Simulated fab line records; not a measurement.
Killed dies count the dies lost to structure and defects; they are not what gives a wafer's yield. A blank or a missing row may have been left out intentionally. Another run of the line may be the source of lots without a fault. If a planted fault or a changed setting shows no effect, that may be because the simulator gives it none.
The tool behind it: which one? || flow gf180mcu || 39 wafers from 14 lots sampled at 5 of the route's 602 steps

== WHAT THE GAUGES SHOWED, per wafer ==
GF_HV_LDD_OVL_MEAS_20.
{"lot": "L208", "measured": "day 10 17:58", "on": "overlay-01", "HV_LDD_01_OVL (nm)": "0.1 -1.2 -2.0"}
{"lot": "L209", "measured": "day 11 00:18", "on": "overlay-01", "HV_LDD_01_OVL (nm)": "1.4 1.1 0.8"}
{"lot": "L210", "measured": "day 11 04:55", "on": "overlay-02", "HV_LDD_01_OVL (nm)": "-0.9 -0.5 -0.8"}
{"lot": "L211", "measured": "day 11 15:12", "on": "overlay-01", "HV_LDD_01_OVL (nm)": "-0.7 -0.4 0.8"}
{"lot": "L212", "measured": "day 11 20:13", "on": "overlay-01", "HV_LDD_01_OVL (nm)": "2.4 1.2"}
{"lot": "L213", "measured": "day 12 00:54", "on": "overlay-01", "HV_LDD_01_OVL (nm)": "-0.4 -0.9 1.1"}
{"lot": "L214", "measured": "day 12 12:17", "on": "overlay-02", "HV_LDD_01_OVL (nm)": "-0.4 -0.4 -0.2"}
{"lot": "L217", "measured": "day 13 18:54", "on": "overlay-01", "HV_LDD_01_OVL (nm)": "1.2 1.7 0.8"}
{"lot": "L218", "measured": "day 14 14:32", "on": "overlay-02", "HV_LDD_01_OVL (nm)": "-1.0 -0.6 -1.1"}
{"lot": "L220", "measured": "day 15 07:47", "on": "overlay-01", "HV_LDD_01_OVL (nm)": "2.0 1.9 1.6"}
{"lot": "L223", "measured": "day 15 20:13", "on": "overlay-01", "HV_LDD_01_OVL (nm)": "1.9 -0.8 1.9"}
{"lot": "L226", "measured": "day 16 07:58", "on": "overlay-02", "HV_LDD_01_OVL (nm)": "1.4 2.6"}
{"lot": "L229", "measured": "day 17 08:51", "on": "overlay-02", "HV_LDD_01_OVL (nm)": "0.7 0.5 1.3"}
{"lot": "L230", "measured": "day 17 14:11", "on": "overlay-02", "HV_LDD_01_OVL (nm)": "-1.4 -1.2"}

GF_HV_LDD_TW_MEAS_23.
{"lot": "L208", "measured": "day 10 18:16", "on": "filmMetro-03", "HV_LDD_2_TW": "1072 1073 1082"}
{"lot": "L209", "measured": "day 11 00:35", "on": "filmMetro-03", "HV_LDD_2_TW": "1077 1076 1078"}
{"lot": "L210", "measured": "day 11 05:12", "on": "filmMetro-03", "HV_LDD_2_TW": "1078 1074 1070"}
{"lot": "L211", "measured": "day 11 15:29", "on": "filmMetro-01", "HV_LDD_2_TW": "1033 1032 1042"}
{"lot": "L212", "measured": "day 11 20:31", "on": "filmMetro-01", "HV_LDD_2_TW": "1037 1040"}
{"lot": "L213", "measured": "day 12 01:11", "on": "filmMetro-03", "HV_LDD_2_TW": "1084 1081 1077"}
{"lot": "L214", "measured": "day 12 12:34", "on": "filmMetro-03", "HV_LDD_2_TW": "1077 1079 1078"}
{"lot": "L217", "measured": "day 13 19:11", "on": "filmMetro-03", "HV_LDD_2_TW": "1081 1084 1071"}
{"lot": "L218", "measured": "day 14 14:50", "on": "filmMetro-04", "HV_LDD_2_TW": "1055 1055 1064"}
{"lot": "L220", "measured": "day 15 08:05", "on": "filmMetro-03", "HV_LDD_2_TW": "1088 1085 1081"}
{"lot": "L223", "measured": "day 15 20:30", "on": "filmMetro-04", "HV_LDD_2_TW": "1055 1051 1053"}
{"lot": "L226", "measured": "day 16 08:15", "on": "filmMetro-04", "HV_LDD_2_TW": "1054 1055"}
{"lot": "L229", "measured": "day 17 09:08", "on": "filmMetro-01", "HV_LDD_2_TW": "1042 1036 1039"}
{"lot": "L230", "measured": "day 17 14:29", "on": "filmMetro-01", "HV_LDD_2_TW": "1048 1041"}

GF_HV_LDD_TW_MEAS_50.
{"lot": "L208", "measured": "day 12 06:36", "on": "filmMetro-01", "HV_LDD_4_TW": "556 555 556"}
{"lot": "L209", "measured": "day 12 13:35", "on": "filmMetro-03", "HV_LDD_4_TW": "586 585 580"}
{"lot": "L210", "measured": "day 12 18:17", "on": "filmMetro-04", "HV_LDD_4_TW": "569 564 565"}
{"lot": "L211", "measured": "day 13 05:08", "on": "filmMetro-01", "HV_LDD_4_TW": "561 562 563"}
{"lot": "L212", "measured": "day 13 10:41", "on": "filmMetro-01", "HV_LDD_4_TW": "558 561"}
{"lot": "L213", "measured": "day 13 16:32", "on": "filmMetro-03", "HV_LDD_4_TW": "581 579 582"}
{"lot": "L214", "measured": "day 14 05:55", "on": "filmMetro-04", "HV_LDD_4_TW": "570 572 573"}
{"lot": "L217", "measured": "day 15 14:20", "on": "filmMetro-01", "HV_LDD_4_TW": "560 560 557"}
{"lot": "L218", "measured": "day 16 11:42", "on": "filmMetro-03", "HV_LDD_4_TW": "579 580 581"}
{"lot": "L220", "measured": "day 17 05:21", "on": "filmMetro-01", "HV_LDD_4_TW": "561 561 564"}
{"lot": "L223", "measured": "day 17 19:23", "on": "filmMetro-03", "HV_LDD_4_TW": "583 580 579"}
{"lot": "L226", "measured": "day 18 06:38", "on": "filmMetro-03", "HV_LDD_4_TW": "584 580"}
{"lot": "L229", "measured": "day 19 08:17", "on": "filmMetro-04", "HV_LDD_4_TW": "562 561 561"}
{"lot": "L230", "measured": "day 19 15:38", "on": "filmMetro-01", "HV_LDD_4_TW": "567 569"}

GF_NSD_OVL_MEAS_08.
{"lot": "L208", "measured": "day 13 04:34", "on": "overlay-01", "NSD_OVL (nm)": "-0.3 -0.5 1.0"}
{"lot": "L209", "measured": "day 13 11:47", "on": "overlay-01", "NSD_OVL (nm)": "-0.9 -1.8 -2.5"}
{"lot": "L210", "measured": "day 13 17:24", "on": "overlay-02", "NSD_OVL (nm)": "0.7 0.2 1.5"}
{"lot": "L211", "measured": "day 14 04:53", "on": "overlay-02", "NSD_OVL (nm)": "1.0 1.0 -0.6"}
{"lot": "L212", "measured": "day 14 10:13", "on": "overlay-01", "NSD_OVL (nm)": "1.7 0.9"}
{"lot": "L213", "measured": "day 14 15:41", "on": "overlay-01", "NSD_OVL (nm)": "-1.1 -0.1 -0.1"}
{"lot": "L214", "measured": "day 15 05:05", "on": "overlay-02", "NSD_OVL (nm)": "0.6 -0.6 0.3"}
{"lot": "L217", "measured": "day 16 15:23", "on": "overlay-01", "NSD_OVL (nm)": "-3.0 -2.7 -3.4"}
{"lot": "L218", "measured": "day 17 13:54", "on": "overlay-01", "NSD_OVL (nm)": "-116.6 -116.9 -116.1"}
{"lot": "L220", "measured": "day 18 07:51", "on": "overlay-02", "NSD_OVL (nm)": "-117.1 -116.9 -117.2"}
{"lot": "L223", "measured": "day 18 22:39", "on": "overlay-01", "NSD_OVL (nm)": "-1.5 -0.3 1.1"}
{"lot": "L226", "measured": "day 19 09:11", "on": "overlay-01", "NSD_OVL (nm)": "-0.6 0.4"}
{"lot": "L229", "measured": "day 20 11:26", "on": "overlay-02", "NSD_OVL (nm)": "1.1 1.0 1.1"}
{"lot": "L230", "measured": "day 20 18:45", "on": "overlay-02", "NSD_OVL (nm)": "-2.1 -0.5"}

== EACH LOT AND THE TOOL THAT RAN IT (in order: tool; ch and the chambers of the sampled wafers; start) ==
{"lot": "L208", "GF_NSD_EXPOSE_04": "ilineStepper-01 ch 0, day 12 19:07"}
{"lot": "L209", "GF_NSD_EXPOSE_04": "ilineStepper-02 ch 0, day 13 02:11"}
{"lot": "L210", "GF_NSD_EXPOSE_04": "ilineStepper-01 ch 0, day 13 07:13"}
{"lot": "L211", "GF_NSD_EXPOSE_04": "ilineStepper-01 ch 0, day 13 18:46"}
{"lot": "L212", "GF_NSD_EXPOSE_04": "ilineStepper-01 ch 0, day 13 23:53"}
{"lot": "L213", "GF_NSD_EXPOSE_04": "ilineStepper-02 ch 0, day 14 05:52"}
{"lot": "L214", "GF_NSD_EXPOSE_04": "ilineStepper-02 ch 0, day 14 18:35"}
{"lot": "L217", "GF_NSD_EXPOSE_04": "ilineStepper-02 ch 0, day 16 04:35"}
{"lot": "L218", "GF_NSD_EXPOSE_04": "ilineStepper-02 ch 0, day 17 02:30"}
{"lot": "L220", "GF_NSD_EXPOSE_04": "ilineStepper-02 ch 0, day 17 20:12"}
{"lot": "L223", "GF_NSD_EXPOSE_04": "ilineStepper-01 ch 0, day 18 10:55"}
{"lot": "L226", "GF_NSD_EXPOSE_04": "ilineStepper-01 ch 0, day 18 21:01"}
{"lot": "L229", "GF_NSD_EXPOSE_04": "ilineStepper-01 ch 0, day 19 23:59"}
{"lot": "L230", "GF_NSD_EXPOSE_04": "ilineStepper-01 ch 0, day 20 06:38"}
- GF_NSD_EXPOSE_04: exposes mask Nplus, target cd 400 nm.

== AS READ BY THE TOOLS THEMSELVES (means over the sampled wafers that have a number; for cases with no such wafer, the mark the record gives instead) ==
GF_NSD_EXPOSE_04.
{"lot": "L208", "tool": "ilineStepper-01", "reticleTempC (C)": 22.83}
{"lot": "L209", "tool": "ilineStepper-02", "reticleTempC (C)": 22.90}
{"lot": "L210", "tool": "ilineStepper-01", "reticleTempC (C)": 23.01}
{"lot": "L211", "tool": "ilineStepper-01", "reticleTempC (C)": 22.85}
{"lot": "L212", "tool": "ilineStepper-01", "reticleTempC (C)": 23.09}
{"lot": "L213", "tool": "ilineStepper-02", "reticleTempC (C)": 23.06}
{"lot": "L214", "tool": "ilineStepper-02", "reticleTempC (C)": 22.91}
{"lot": "L217", "tool": "ilineStepper-02", "reticleTempC (C)": 23.04}
{"lot": "L218", "tool": "ilineStepper-02", "reticleTempC (C)": 22.96}
{"lot": "L220", "tool": "ilineStepper-02", "reticleTempC (C)": 22.99}
{"lot": "L223", "tool": "ilineStepper-01", "reticleTempC (C)": 23.02}
{"lot": "L226", "tool": "ilineStepper-01", "reticleTempC (C)": 22.88}
{"lot": "L229", "tool": "ilineStepper-01", "reticleTempC (C)": 22.97}
{"lot": "L230", "tool": "ilineStepper-01", "reticleTempC (C)": 22.77}

== THE ANSWER, worked out from the rows above alone ==
Rule: the usual values come from the lots themselves. Put in order of their means at a reading, lots are off if they are a third of the lots or fewer, leave a main group of 4 or more, and stand apart from it by a gap of 3 or more times the standard deviation of the main group's means; of several such gaps the widest counts. If all means in a main group match to the digits the tables above print for the reading, that group is not used. A lot without any number at a reading at which 4 lots or more have one is off too. Where the step has rows for the other lots, those lots are counted as sound. The gauges are gone through in route order, then the tools' own readings, and for those a lot's mean is taken as printed above. At the first step where some lot is off, the reading lying furthest off is the one used; lots without a number count as furthest.
Off: L218, L220, seen at GF_NSD_OVL_MEAS_08 (NSD_OVL). Mean -0.3 nm and standard deviation 1.2 in the main group.
If a tool, at a process step before that reading, ran all the lots that are off and no sound lot after the first of them, it fits. The gauges at GF_NSD_OVL_MEAS_08 are tried like those tools. One fits: GF_NSD_EXPOSE_04 on ilineStepper-02. Its last sound lot is L217 (day 16 04:35), its first lot that is off L218 (day 17 02:30): a fault that began between those two fits.

== WHAT WAS PUT IN BY THE SIMULATOR ==
Scanner matching overlay: ilineStepper-02, from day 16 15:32 on, at GF_NSD_EXPOSE_04. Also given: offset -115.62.
Struck lots among those shown: L218, L220. The same result came from the rule above.
